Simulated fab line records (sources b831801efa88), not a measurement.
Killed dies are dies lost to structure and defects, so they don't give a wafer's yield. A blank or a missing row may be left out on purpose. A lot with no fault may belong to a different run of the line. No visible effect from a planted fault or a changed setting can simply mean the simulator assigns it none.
fab line records + flow sky130
record:
- lots: 14
- wafers: 42
- last-day: 50
route steps=708 shown VT_ADJUST_NCORE@126 GATE_OXIDE@194
lots with no fault: from the same line, run without faults
start-h: the number of hours between the record's first day and the start of the first shown wafer of the lot + wait-h: how many hours have passed since the lot's step before this one + " repeats the value in the row above + L1.1+2: a row that stands for several wafers + - value missing, or start not given + * or withheld: withheld + < > ~ a bound
route shown NAME@n: NAME is a module with steps in the file, n the number in the route of the first one + usual: mean/standard deviation taken from wafers without a fault + same: alike in all rows + chamber/n: place in a boat + sites: the reading at each site + _std_site: the values' standard deviation + _edge_site: the outer-site mean with the inner-site mean subtracted + radius-mm: how far each site lies from the wafer's centre + mask NAME#n: copy n + behind: the last tool/chamber to shape the wafer + hold: why the lot was held/for how many hours/how that ended + device: which transistor (n, p or np) failed to switch + end of line: the route-end tests of the same wafers + a step given without rows: its recipe and nothing more + killed: count of dies lost to structure and defects at first sort (not the wafer's yield) + map: the dies of a wafer, with x for killed, . for not killed, _ for no die there
set.NAME: the setting as run; set.NAME@STEP: as run at that earlier step + model.NAME: the simulator's own value behind a step, which no gauge read
route steps across a sampled set of lots; one table per step, one row per wafer
services: when a tool's chamber went out of use (start-h, in hours from the record's first day, below 0 if earlier), for how many hours, and the reason
== steps ==
step: SKY_VT_ADJUST_NCORE_CD_MEAS_07
recipe:
- target-cd-nm: 380
usual:
- cd-nm: 380.5/2.8
| lot.wafer | tool      | chamber | start-h | wait-h | cd-nm |
|-----------|-----------|---------|---------|--------|-------|
| L712.1    | cd-sem-01 | -       | 186.15  | 0.1    | 383.0 |
| L712.4    | "         | -       | "       | "      | 383.2 |
| L712.6    | "         | -       | "       | "      | 382.2 |
| L713.4    | cd-sem-02 | -       | 191.11  | 0.1    | 380.1 |
| L713.5    | "         | -       | "       | "      | 379.1 |
| L713.6    | "         | -       | "       | "      | 381.8 |
| L714.1    | cd-sem-02 | -       | 198.60  | 0.1    | 381.1 |
| L714.4    | "         | -       | "       | "      | 380.5 |
| L714.6    | "         | -       | "       | "      | 383.2 |
| L715.2    | cd-sem-01 | -       | 205.82  | 0.1    | 375.6 |
| L715.3    | "         | -       | "       | "      | 378.8 |
| L715.5    | "         | -       | "       | "      | 377.0 |
| L716.2    | cd-sem-01 | -       | 212.32  | 0.1    | 385.8 |
| L716.5    | "         | -       | "       | "      | 385.5 |
| L716.6    | "         | -       | "       | "      | 386.2 |
| L717.4    | cd-sem-02 | -       | 220.26  | 0.1    | 379.1 |
| L717.5    | "         | -       | "       | "      | 380.6 |
| L717.6    | "         | -       | "       | "      | 381.4 |
| L718.1    | cd-sem-02 | -       | 224.85  | 0.1    | 378.1 |
| L718.4    | "         | -       | "       | "      | 379.8 |
| L718.5    | "         | -       | "       | "      | 380.4 |
| L720.1    | cd-sem-02 | -       | 246.40  | 0.1    | 380.8 |
| L720.2    | "         | -       | "       | "      | 379.4 |
| L720.4    | "         | -       | "       | "      | 379.8 |
| L721.2    | cd-sem-02 | -       | 246.70  | 0.1    | 380.8 |
| L721.3    | "         | -       | "       | "      | 384.6 |
| L721.6    | "         | -       | "       | "      | 382.4 |
| L723.1    | cd-sem-02 | -       | 260.85  | 0.1    | 373.8 |
| L723.4    | "         | -       | "       | "      | 374.5 |
| L723.5    | "         | -       | "       | "      | 379.8 |
| L724.1    | cd-sem-02 | -       | 268.23  | 0.1    | 380.2 |
| L724.4    | "         | -       | "       | "      | 380.4 |
| L724.5    | "         | -       | "       | "      | 382.7 |
| L725.1    | cd-sem-02 | -       | 273.33  | 0.1    | 378.0 |
| L725.2    | "         | -       | "       | "      | 379.1 |
| L725.5    | "         | -       | "       | "      | 379.2 |
| L734.1    | cd-sem-02 | -       | 340.35  | 0.1    | 377.5 |
| L734.2    | "         | -       | "       | "      | 378.0 |
| L734.5    | "         | -       | "       | "      | 379.2 |
| L735.2    | cd-sem-02 | -       | 346.35  | 0.1    | 376.6 |
| L735.4    | "         | -       | "       | "      | 377.4 |
| L735.5    | "         | -       | "       | "      | 378.1 |
step: SKY_VT_ADJUST_NCORE_OVL_MEAS_08
usual:
- VT_ADJUST_NCORE_OVL: 0.3/1.5
| lot.wafer | tool       | chamber | start-h | wait-h | VT_ADJUST_NCORE_OVL[nm] |
|-----------|------------|---------|---------|--------|-------------------------|
| L712.1    | overlay-02 | -       | 186.27  | 0.1    | 3.7                     |
| L712.4    | "          | -       | "       | "      | 3.2                     |
| L712.6    | "          | -       | "       | "      | 3.3                     |
| L713.4    | overlay-02 | -       | 191.19  | 0.1    | -1.9                    |
| L713.5    | "          | -       | "       | "      | -0.8                    |
| L713.6    | "          | -       | "       | "      | -2.0                    |
| L714.1    | overlay-02 | -       | 198.72  | 0.1    | 0.0                     |
| L714.4    | "          | -       | "       | "      | 1.0                     |
| L714.6    | "          | -       | "       | "      | 1.3                     |
| L715.2    | overlay-02 | -       | 205.92  | 0.1    | -0.9                    |
| L715.3    | "          | -       | "       | "      | -1.3                    |
| L715.5    | "          | -       | "       | "      | -0.6                    |
| L716.2    | overlay-01 | -       | 212.42  | 0.1    | 0.6                     |
| L716.5    | "          | -       | "       | "      | -0.1                    |
| L716.6    | "          | -       | "       | "      | 1.0                     |
| L717.4    | overlay-01 | -       | 220.34  | 0.1    | 3.0                     |
| L717.5    | "          | -       | "       | "      | 3.2                     |
| L717.6    | "          | -       | "       | "      | 3.8                     |
| L718.1    | overlay-02 | -       | 224.97  | 0.1    | 0.6                     |
| L718.4    | "          | -       | "       | "      | 0.6                     |
| L718.5    | "          | -       | "       | "      | 0.7                     |
| L720.1    | overlay-01 | -       | 246.52  | 0.1    | -0.6                    |
| L720.2    | "          | -       | "       | "      | -1.5                    |
| L720.4    | "          | -       | "       | "      | -0.4                    |
| L721.2    | overlay-02 | -       | 246.81  | 0.1    | -1.3                    |
| L721.3    | "          | -       | "       | "      | -1.0                    |
| L721.6    | "          | -       | "       | "      | -1.1                    |
| L723.1    | overlay-01 | -       | 260.97  | 0.1    | 0.7                     |
| L723.4    | "          | -       | "       | "      | -0.3                    |
| L723.5    | "          | -       | "       | "      | -0.4                    |
| L724.1    | overlay-02 | -       | 268.35  | 0.1    | 1.1                     |
| L724.4    | "          | -       | "       | "      | 2.3                     |
| L724.5    | "          | -       | "       | "      | 2.0                     |
| L725.1    | overlay-02 | -       | 273.45  | 0.1    | -1.4                    |
| L725.2    | "          | -       | "       | "      | -1.5                    |
| L725.5    | "          | -       | "       | "      | -2.6                    |
| L734.1    | overlay-01 | -       | 340.47  | 0.1    | -0.9                    |
| L734.2    | "          | -       | "       | "      | 0.7                     |
| L734.5    | "          | -       | "       | "      | -0.9                    |
| L735.2    | overlay-02 | -       | 346.46  | 0.1    | 2.2                     |
| L735.4    | "          | -       | "       | "      | 1.9                     |
| L735.5    | "          | -       | "       | "      | 2.1                     |
step: SKY_VT_ADJUST_NCORE_TW_MEAS_11
usual:
- VT_ADJUST_NCORE_TW: 218.6/2.5
| lot.wafer | tool          | chamber | start-h | wait-h | VT_ADJUST_NCORE_TW |
|-----------|---------------|---------|---------|--------|--------------------|
| L712.1    | film-metro-01 | -       | 186.55  | 0.1    | 220.5              |
| L712.4    | "             | -       | "       | "      | 220.2              |
| L712.6    | "             | -       | "       | "      | 221.3              |
| L713.4    | film-metro-03 | -       | 191.48  | 0.1    | 216.5              |
| L713.5    | "             | -       | "       | "      | 216.2              |
| L713.6    | "             | -       | "       | "      | 215.7              |
| L714.1    | film-metro-04 | -       | 199.00  | 0.1    | 216.0              |
| L714.4    | "             | -       | "       | "      | 214.1              |
| L714.6    | "             | -       | "       | "      | 215.7              |
| L715.2    | film-metro-04 | -       | 206.21  | 0.1    | 216.3              |
| L715.3    | "             | -       | "       | "      | 216.5              |
| L715.5    | "             | -       | "       | "      | 217.4              |
| L716.2    | film-metro-01 | -       | 212.71  | 0.1    | 223.2              |
| L716.5    | "             | -       | "       | "      | 222.7              |
| L716.6    | "             | -       | "       | "      | 223.7              |
| L717.4    | film-metro-01 | -       | 220.63  | 0.1    | 221.3              |
| L717.5    | "             | -       | "       | "      | 221.2              |
| L717.6    | "             | -       | "       | "      | 219.0              |
| L718.1    | film-metro-01 | -       | 225.29  | 0.1    | 221.3              |
| L718.4    | "             | -       | "       | "      | 220.6              |
| L718.5    | "             | -       | "       | "      | 220.2              |
| L720.1    | film-metro-04 | -       | 246.80  | 0.1    | 217.9              |
| L720.2    | "             | -       | "       | "      | 217.6              |
| L720.4    | "             | -       | "       | "      | 217.5              |
| L721.2    | film-metro-03 | -       | 247.10  | 0.1    | 215.8              |
| L721.3    | "             | -       | "       | "      | 214.7              |
| L721.6    | "             | -       | "       | "      | 214.8              |
| L723.1    | film-metro-03 | -       | 261.25  | 0.1    | 216.3              |
| L723.4    | "             | -       | "       | "      | 216.1              |
| L723.5    | "             | -       | "       | "      | 214.8              |
| L724.1    | film-metro-04 | -       | 268.64  | 0.1    | 216.6              |
| L724.4    | "             | -       | "       | "      | 216.5              |
| L724.5    | "             | -       | "       | "      | 217.1              |
| L725.1    | film-metro-03 | -       | 273.74  | 0.1    | 215.0              |
| L725.2    | "             | -       | "       | "      | 215.8              |
| L725.5    | "             | -       | "       | "      | 214.3              |
| L734.1    | film-metro-04 | -       | 340.75  | 0.1    | 217.0              |
| L734.2    | "             | -       | "       | "      | 217.3              |
| L734.5    | "             | -       | "       | "      | 217.8              |
| L735.2    | film-metro-01 | -       | 346.75  | 0.1    | 221.9              |
| L735.4    | "             | -       | "       | "      | 220.5              |
| L735.5    | "             | -       | "       | "      | 219.9              |
step: SKY_GATE_OXIDE_EXPOSE_07
recipe:
- mask-id: LVOM
- na: 0.6
- source-shape: conventional
- sigma-outer: 0.6
- polarization: unpolarized
- target-cd-nm: 600
- dose-mj: 170
usual:
- exposure-dose-mJ-cm2: 170.06/0.17
- focus-offset-nm: 0.1/0.54
| lot.wafer | tool             | chamber | start-h | wait-h | mask   | exposure-dose-mJ-cm2 | focus-offset-nm |
|-----------|------------------|---------|---------|--------|--------|----------------------|-----------------|
| L712.1    | iline-stepper-01 | 0       | 301.77  | -      | LVOM#0 | 170.19               | 0.5             |
| L712.4    | "                | 0       | "       | "      | LVOM#0 | 169.99               | 0.0             |
| L712.6    | "                | 0       | "       | "      | LVOM#0 | 170.05               | 0.8             |
| L713.4    | iline-stepper-02 | 0       | 305.08  | -      | LVOM#0 | 170.16               | 1.3             |
| L713.5    | "                | 0       | "       | "      | LVOM#0 | 170.10               | 0.8             |
| L713.6    | "                | 0       | "       | "      | LVOM#0 | 170.02               | 1.0             |
| L714.1    | iline-stepper-02 | 0       | 313.00  | -      | LVOM#0 | 170.24               | 0.2             |
| L714.4    | "                | 0       | "       | "      | LVOM#0 | 170.20               | -0.5            |
| L714.6    | "                | 0       | "       | "      | LVOM#0 | 170.48               | 0.9             |
| L715.2    | iline-stepper-01 | 0       | 324.11  | -      | LVOM#0 | 169.99               | 0.1             |
| L715.3    | "                | 0       | "       | "      | LVOM#0 | 169.70               | 0.4             |
| L715.5    | "                | 0       | "       | "      | LVOM#0 | 169.92               | 0.1             |
| L716.2    | iline-stepper-01 | 0       | 336.52  | -      | LVOM#0 | 169.85               | -0.3            |
| L716.5    | "                | 0       | "       | "      | LVOM#0 | 169.83               | 0.1             |
| L716.6    | "                | 0       | "       | "      | LVOM#0 | 169.75               | 0.6             |
| L718.1    | iline-stepper-01 | 0       | 343.87  | -      | LVOM#0 | 170.26               | 0.5             |
| L718.4    | "                | 0       | "       | "      | LVOM#0 | 170.13               | -0.1            |
| L718.5    | "                | 0       | "       | "      | LVOM#0 | 170.22               | 0.1             |
| L717.4    | iline-stepper-02 | 0       | 344.43  | -      | LVOM#0 | 170.27               | 0.1             |
| L717.5    | "                | 0       | "       | "      | LVOM#0 | 170.26               | 0.7             |
| L717.6    | "                | 0       | "       | "      | LVOM#0 | 170.20               | 0.3             |
| L720.1    | iline-stepper-02 | 0       | 379.20  | -      | LVOM#0 | 169.72               | -0.2            |
| L720.2    | "                | 0       | "       | "      | LVOM#0 | 169.73               | 0.0             |
| L720.4    | "                | 0       | "       | "      | LVOM#0 | 169.90               | -1.2            |
| L721.2    | iline-stepper-01 | 0       | 379.46  | -      | LVOM#0 | 170.05               | -0.3            |
| L721.3    | "                | 0       | "       | "      | LVOM#0 | 170.11               | -0.5            |
| L721.6    | "                | 0       | "       | "      | LVOM#0 | 169.86               | -0.3            |
| L723.1    | iline-stepper-01 | 0       | 389.92  | -      | LVOM#0 | 169.90               | -0.5            |
| L723.4    | "                | 0       | "       | "      | LVOM#0 | 170.10               | 0.1             |
| L723.5    | "                | 0       | "       | "      | LVOM#0 | 169.94               | -0.4            |
| L724.1    | iline-stepper-01 | -       | 397.20  | -      | LVOM#0 | -                    | -               |
| L724.4    | "                | -       | "       | "      | LVOM#0 | -                    | -               |
| L724.5    | "                | -       | "       | "      | LVOM#0 | -                    | -               |
| L725.1    | iline-stepper-02 | -       | 405.87  | -      | LVOM#0 | -                    | -               |
| L725.2    | "                | -       | "       | "      | LVOM#0 | -                    | -               |
| L725.5    | "                | -       | "       | "      | LVOM#0 | -                    | -               |
| L734.1    | iline-stepper-01 | 0       | 484.70  | -      | LVOM#0 | 170.10               | 0.2             |
| L734.2    | "                | 0       | "       | "      | LVOM#0 | 169.79               | -0.1            |
| L734.5    | "                | 0       | "       | "      | LVOM#0 | 170.02               | 0.4             |
| L735.2    | iline-stepper-01 | 0       | 490.36  | -      | LVOM#0 | 169.88               | 0.3             |
| L735.4    | "                | 0       | "       | "      | LVOM#0 | 170.11               | 0.4             |
| L735.5    | "                | 0       | "       | "      | LVOM#0 | 169.91               | 0.5             |
== services ==
| tool             | chamber | start-h | hours | kind   |
|------------------|---------|---------|-------|--------|
| iline-stepper-01 | -       | 279.67  | 1.7   | pm     |
| iline-stepper-02 | -       | 368.27  | 5.8   | repair |
| iline-stepper-02 | -       | 401.35  | 1.7   | pm     |
| iline-stepper-01 | -       | 412.34  | 7.5   | repair |
== key ==
first-sign:
- step: SKY_GATE_OXIDE_EXPOSE_07
- reading: tool-record
- direction: missing
effect none on later readings
met-at SKY_GATE_OXIDE_EXPOSE_07
struck-lots L724,L725
later-rows-left-out L724.1,L724.4,L724.5,L725.1,L725.2,L725.5
sort-left-out L724.1,L724.4,L724.5,L725.1,L725.2,L725.5
tester-left-out L724,L725
not-acting-at SKY_VT_ADJUST_NCORE_CD_MEAS_07,SKY_VT_ADJUST_NCORE_OVL_MEAS_08,SKY_VT_ADJUST_NCORE_TW_MEAS_11
onset-between 389.92 397.20
fault:
- kind: skipped-step-whole
- tool: iline-stepper-01,iline-stepper-02
- chamber: -
- onset-h: 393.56
- steps: SKY_GATE_OXIDE_EXPOSE_07
- scope: struck-lots-only
tester-left-out: of these lots the tester's yield and bins aren't shown, on N5 and GAA mostly nor the transistor test; their killed dies are dies lost to structure and defects alone, not to doping, threshold or leakage, so they don't give the yield
sort-left-out: the simulated sort isn't trusted on such a fault, so these wafers' sort isn't shown, and their yield isn't known
later-rows-left-out: the simulator's readings of these wafers behind a module that went badly wrong aren't trusted and aren't shown, but for the sort
